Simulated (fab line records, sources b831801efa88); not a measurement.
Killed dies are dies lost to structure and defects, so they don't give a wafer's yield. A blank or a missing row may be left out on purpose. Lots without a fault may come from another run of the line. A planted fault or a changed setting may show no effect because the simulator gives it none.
A struck lot beside a sound one | flow sky130 | 15 steps out of a route of 708
Sound: wafers L382.1, L382.2, L382.5. Struck: wafers L387.1, L387.2, L387.4. The cause comes at the end.
At each step with rows: each side's tool, then ch and its chambers, then its first start. Under that, the readings that differ: sound wafers | struck wafers | difference of the means | sigmas: that difference in standard deviations of wafers without a fault.
alike: readings whose means differ by less than 2 such deviations, and words and numbers that are the same on both sides. not compared: withheld readings, readings that some wafer has no value for, bounds like >300 that may hide the same value, and numbers for which the record gives no deviation and whose values overlap.
The two part at a step that has a row with sigmas, a row that says differs or no value, or rows on one side only. Numbers that don't overlap but have no deviation are shown without sigmas and don't part them. A reading that every wafer of one side lacks parts them only if that side has two wafers or more.

first, 8 steps without rows for these wafers: SKY_LOCAL_INTERCONNECT_DEHYDRATE_03 (time 60 s); SKY_LOCAL_INTERCONNECT_HMDS_04 (prime time 60 s); SKY_LOCAL_INTERCONNECT_COAT_05 (resist thk 60 nm); SKY_LOCAL_INTERCONNECT_COAT_06 (resist thk 450 nm); SKY_LOCAL_INTERCONNECT_SOFTBAKE_07 (time 90 s); SKY_LOCAL_INTERCONNECT_EXPOSE_08 (exposes mask LI1M, target cd 170 nm); SKY_LOCAL_INTERCONNECT_PEB_09; SKY_LOCAL_INTERCONNECT_DEVELOP_10 (develop time 60 s).
SKY_LOCAL_INTERCONNECT_CD_MEAS_11: target cd 170 nm.
  sound on cd_sem-01, day 32 21:52; struck on cd_sem-02, day 34 01:28
  alike: cd_nm
SKY_LOCAL_INTERCONNECT_OVL_MEAS_12:
  sound on overlay-02, day 32 21:59; struck on overlay-01, day 34 01:35
  alike: LOCAL_INTERCONNECT_OVL
SKY_LOCAL_INTERCONNECT_ETCH_13: etches BARC in N2/H2, stops on SiO2, time 45.9 s, target depth 60 nm.
  sound on rie_metal-04 ch 0,1, day 32 22:02; struck on rie_metal-01 ch 0,1, day 34 01:38
  alike: drypump_motor_current_A, oes_product_au, throttle_valve_pct
  not compared: rf_hours_counter_h
SKY_LOCAL_INTERCONNECT_METAL_ETCH_14: etches TiN in Cl2/BCl3, stops on PSG, target depth 110 nm, time 31.4 s.
  sound on rie_metal-04 ch 0,1, day 32 22:05; struck on rie_metal-01 ch 0,1, day 34 01:41
  alike: drypump_motor_current_A, oes_product_au, throttle_valve_pct
  not compared: rf_hours_counter_h
SKY_LOCAL_INTERCONNECT_STRIP_15: strips in O2/N2.
  sound on plasma_asher-03 ch 0,1, day 32 22:08; struck on plasma_asher-03 ch 0,1, day 34 01:44
  no value came back on the struck wafers for chamber_pressure_mTorr (mTorr), drypump_motor_current_A (A), oes_product_au (a.u.), strip_time_to_endpoint_s (s); on the sound wafers chamber_pressure_mTorr (mTorr) reads 1501.6 1498.7 1502.0
  reading                                                   | sound | struck            | difference | sigmas
  model.KrF-thick_of_LOCAL_INTERCONNECT_COAT_06.thk_nm (nm) | 0 0 0 | 346.9 346.5 346.7 | +346.7     |
  not compared: rf_hours_counter_h
then, 1 step without rows for these wafers: SKY_LOCAL_INTERCONNECT_STRIP_16 (strips in post etch residue remover, time 1200 s).
-- the record jumps here: 14 days lie between the struck wafers' starts before and after (it left off in module LOCAL_INTERCONNECT and takes up again in module PAD_OPEN, whose first step shown is number 708 of the route) --
SKY_PAD_OPEN_PROBE_99:
  sound on prober-02, day 47 15:26; struck on prober-01, day 48 11:13
  reading            | sound    | struck      | difference | sigmas
  killed_at_contacts | 20 25 19 | 432 439 431 | +413       | +83
  killed_dies        | 88 97 79 | 492 492 492 | +404       | +47
  killed_on_rim      | 17 9 17  | 96 96 96    | +82        | +20
  alike: killed_at_M0_to_M3, killed_at_M4_up, killed_at_front_end, killed_at_other, killed_open, killed_short

WHERE THEY PART
First at SKY_LOCAL_INTERCONNECT_STRIP_15; last, within this record, at SKY_PAD_OPEN_PROBE_99.

WHY: what the simulator had put in
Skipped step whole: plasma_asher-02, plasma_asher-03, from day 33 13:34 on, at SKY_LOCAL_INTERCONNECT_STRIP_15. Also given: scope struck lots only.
